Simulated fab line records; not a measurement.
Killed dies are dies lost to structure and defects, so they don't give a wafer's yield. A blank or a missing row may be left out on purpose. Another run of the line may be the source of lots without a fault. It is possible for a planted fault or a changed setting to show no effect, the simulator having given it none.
Struck lot and sound lot, side by side	flow sky130	23 out of 708 route steps
Sound: wafers L157.3, L157.4, L157.5. Struck: wafer L162.3. (L162.5, L162.6 of the same lot were not struck and are left out.) The cause comes at the end.
Each step with rows lists, per side, the tool, then ch with its chambers, then its first start. Under that, the readings that differ: sound wafers	struck wafers	difference of the means	sigmas: that difference in standard deviations of wafers without a fault.
alike: a reading whose means differ by less than 2 such deviations, as well as words and numbers matching on both sides. not compared: withheld readings; readings where some wafer has no value; bounds like >300 that might hide an equal value; numbers whose values overlap and for which the record gives no deviation.
Wherever a step has rows on one side only, a row that says differs or no value, or a row with sigmas, the two part there. Numbers that don't overlap but have no deviation are shown without sigmas and don't part them. A reading missing from all wafers of one side parts the sides only when that side holds two or more wafers.

first, 1 step without rows for these wafers: SKY_CAP2M_DEVELOP_11 (develop time 60 s).
SKY_CAP2M_OVL_MEAS_12:
  sound on overlay-02 at day 40 19:03; struck on overlay-02 at day 42 10:18
  alike: CAP2M_OVL
SKY_CAP2M_METAL_ETCH_13: etches TiN in Cl2/BCl3, stops on SiO2, target depth 220 nm, time 62.9 s.
  sound on rie metal-04 ch 0,1, day 40 19:06; struck on rie metal-04 ch 0, day 42 10:21
  alike: drypump motor current A, oes product au, throttle valve pct
  not compared: rf hours counter h
SKY_CAP2M_STRIP_14: strips in O2/N2.
  sound on plasma asher-01 ch 0,1, day 40 19:11; struck on plasma asher-02 ch 1, day 42 10:26
  alike: drypump motor current A, oes product au, strip time to endpoint s
  not compared: rf hours counter h
then, 8 steps without rows for these wafers: SKY_CAP2M_STRIP_15 (strips in post etch residue remover, time 1200 s); SKY_CAP2M_CLEAN_16 (cleans in IPA, time 180 s); SKY_CAP2M_CLEAN_17 (cleans in O3/DIW); SKY_METAL4_DEHYDRATE_05 (time 60 s); SKY_METAL4_HMDS_06 (prime time 60 s); SKY_METAL4_COAT_07 (resist thk 60 nm); SKY_METAL4_COAT_08 (resist thk 1140 nm); SKY_METAL4_SOFTBAKE_09 (time 90 s).
SKY_METAL4_EXPOSE_10: exposes mask MM4, target cd 300 nm.
  sound on krf scanner-02 ch 0, day 41 07:32; struck on krf scanner-02 ch 0, day 42 22:57
  alike: mask, focus offset nm
then, 2 steps without rows for these wafers: SKY_METAL4_PEB_11; SKY_METAL4_DEVELOP_12 (develop time 60 s).
SKY_METAL4_CD_MEAS_13: the cd target is 300 nm.
  sound on cd sem-01 at day 41 20:00; struck on cd sem-01 at day 43 09:39
reading	sound	struck	difference	sigmas
cd nm (nm)	300.2 298.4 300.2	253.9	-45.7	-33
SKY_METAL4_OVL_MEAS_14:
  sound on overlay-01 at day 41 20:05; struck on overlay-02 at day 43 09:44
reading	sound	struck	difference	sigmas
METAL4_OVL (nm)	11 8 7	-8	-17	-3
SKY_METAL4_DESCUM_15: chemistry O2, time 8 s.
  sound on rie metal-02 ch 0,1, day 41 20:08; struck on rie metal-01 ch 1, day 43 09:47
reading	sound	struck	difference	sigmas
drypump motor current A (A)	5.72 5.97 5.96	5.16	-0.72	-2
model.METAL4.cd nm (nm)	300.1 299.1 301.3	253.4	-46.8	
  alike: oes product au, temp c
  not compared: rf hours counter h
SKY_METAL4_ETCH_16: etches BARC in N2/H2, stops on SiO2, time 88.2 s, target depth 60 nm.
  sound on rie metal-02 ch 0,1, day 41 20:11; struck on rie metal-01 ch 1, day 43 09:50
reading	sound	struck	difference	sigmas
drypump motor current A (A)	5.72 5.96 5.97	5.17	-0.71	-2
  alike: oes product au, throttle valve pct
  not compared: rf hours counter h
SKY_METAL4_ETCH_17: etches SiO2 in C4F8/O2/Ar, stops on TiN, time 3.9 s, target depth 15 nm.
  sound on rie diel-04 ch 1,3, day 41 20:15; struck on rie diel-04 ch 3, day 43 09:54
  alike: oes product au
SKY_METAL4_METAL_ETCH_18: etches the open film in Cl2/BCl3, stops on SiO2, target depth 845 nm, time 183.1 s.
  sound on rie metal-01 ch 0, day 41 20:23; struck on rie metal-04 ch 1, day 43 09:59
reading	sound	struck	difference	sigmas
throttle valve pct (%)	22.253 22.258 22.257	22.278	+0.022	+3
model.METAL4.cd nm (nm)	301.5 300.1 300.7	253.8	-47.0	
  alike: drypump motor current A, oes product au
  not compared: rf hours counter h
SKY_METAL4_STRIP_19: strips in O2/N2.
  sound on plasma asher-04 ch 0,1, day 41 20:40; struck on plasma asher-04 ch 1, day 43 10:08
  alike: drypump motor current A, oes product au, strip time to endpoint s
  not compared: rf hours counter h
-- the record jumps here: 4 days lie between the struck wafers' starts before and after (it left off in module METAL4 and takes up again in module PAD_OPEN, whose first step shown is number 708 of the route) --
SKY_PAD_OPEN_PROBE_99:
  sound on prober-01 at day 45 20:07; struck on prober-02 at day 47 05:01
reading	sound	struck	difference	sigmas
defect limited yield (%)	82.5 84.8 83.1	65.2	-18.3	-10
killed_at_M4_up	1 8 6	83	+78	+43
killed dies	86 75 83	171	+90	+10
killed on rim	21 10 17	50	+34	+9
killed open	47 42 41	57	+14	+2
sort_bin_5_function (%)	12.4 9.6 9.8	29.1	+18.5	+12
sort n pass	406 417 409	321	-90	-10
sort yield pct (%)	82.5 84.8 83.1	65.2	-18.3	-10
model.etest.tester.sort n pass	406 417 409	321	-90	
model.etest.met4.width nm (nm)	302.8 298.7 304.1	256.5	-45.4	
model.etest.tester.sort yield pct (%)	82.52 84.76 83.13	65.24	-18.23	
model.etest.tester.sort_bin_5_pct (%)	12.4 9.553 9.756	29.07	+18.50	
model.etest.met4.line ohm um	0.1417 0.1426 0.1403	0.1678	+0.0263	
  alike: killed_at_M0_to_M3, killed at contacts, killed at front end, killed at other, killed short, sort_bin_3_pad_short, sort_bin_6_memory

== WHERE THEY PART ==
Last at SKY_PAD_OPEN_PROBE_99 as far as this record goes, first at SKY_METAL4_CD_MEAS_13.

WHY: what the simulator had put in
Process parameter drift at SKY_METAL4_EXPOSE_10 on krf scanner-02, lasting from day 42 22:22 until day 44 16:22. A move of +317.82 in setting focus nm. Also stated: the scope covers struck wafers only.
